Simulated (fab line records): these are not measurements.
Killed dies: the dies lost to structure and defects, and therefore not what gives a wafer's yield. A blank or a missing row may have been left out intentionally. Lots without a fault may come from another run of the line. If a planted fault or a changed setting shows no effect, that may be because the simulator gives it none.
Which tool did it? | flow gf180mcu | 42 wafers sampled from 14 lots at 1 step of a route of 602

WHAT THE GAUGES READ, wafer by wafer
GF_SAB_CD_MEAS_09: target cd 420 nm.
lot  | measured     | on        | cd-nm (nm)
L315 | day 15 10:52 | cd-sem-01 | 418.7 418.5 418.6
L316 | day 16 02:06 | cd-sem-01 | 419.5 419.4 423.2
L317 | day 16 11:18 | cd-sem-02 | 422.4 421.6 418.8
L321 | day 17 16:53 | cd-sem-02 | 420.0 418.7 417.0
L322 | day 18 00:47 | cd-sem-01 | 421.7 422.3 420.1
L323 | day 18 07:44 | cd-sem-02 | 419.6 417.9 418.6
L324 | day 18 14:20 | cd-sem-02 | 419.5 419.0 419.4
L327 | day 20 00:41 | cd-sem-01 | 419.4 419.9 420.3
L328 | day 20 08:29 | cd-sem-02 | 419.0 419.7 419.5
L331 | day 21 07:49 | cd-sem-01 | 421.5 425.5 421.6
L332 | day 21 17:38 | cd-sem-01 | 419.2 421.0 419.4
L334 | day 22 05:11 | cd-sem-02 | 421.8 420.2 422.7
L335 | day 22 16:47 | cd-sem-01 | 420.2 420.4 416.3
L337 | day 23 03:44 | cd-sem-01 | 418.2 418.2 417.7

WHICH TOOL RAN EACH LOT (tool, then ch and the chambers of the sampled wafers, then the start)
Before these readings, the record contains no process step.

AS READ BY THE TOOLS THEMSELVES (means over the sampled wafers that have a number; for cases with no such wafer, the mark the record gives instead)
The record holds no such reading with a usual standard deviation.

THE ANSWER, worked out from the rows above alone
Rule: the usual values come from the lots themselves. Put in order of their means at a reading, lots are off if they are a third of the lots or fewer, leave a main group of 4 or more, and stand apart from it by a gap of 3 or more times the standard deviation of the main group's means; of several such gaps the widest counts. A main group is skipped when, at the precision printed for the reading in the tables above, its means are all equal. A lot without any number at a reading at which 4 lots or more have one is off too. The other lots that the step has rows for count as sound. The gauges are gone through in route order, then the tools' own readings, and for those a lot's mean is taken as printed above. The first step at which some lot is off is used, and at that step the reading that is off furthest; a lot without a number counts as furthest.
No lot is off on any of the readings shown, so nothing can be concluded from this.

WHAT WAS PUT IN BY THE SIMULATOR
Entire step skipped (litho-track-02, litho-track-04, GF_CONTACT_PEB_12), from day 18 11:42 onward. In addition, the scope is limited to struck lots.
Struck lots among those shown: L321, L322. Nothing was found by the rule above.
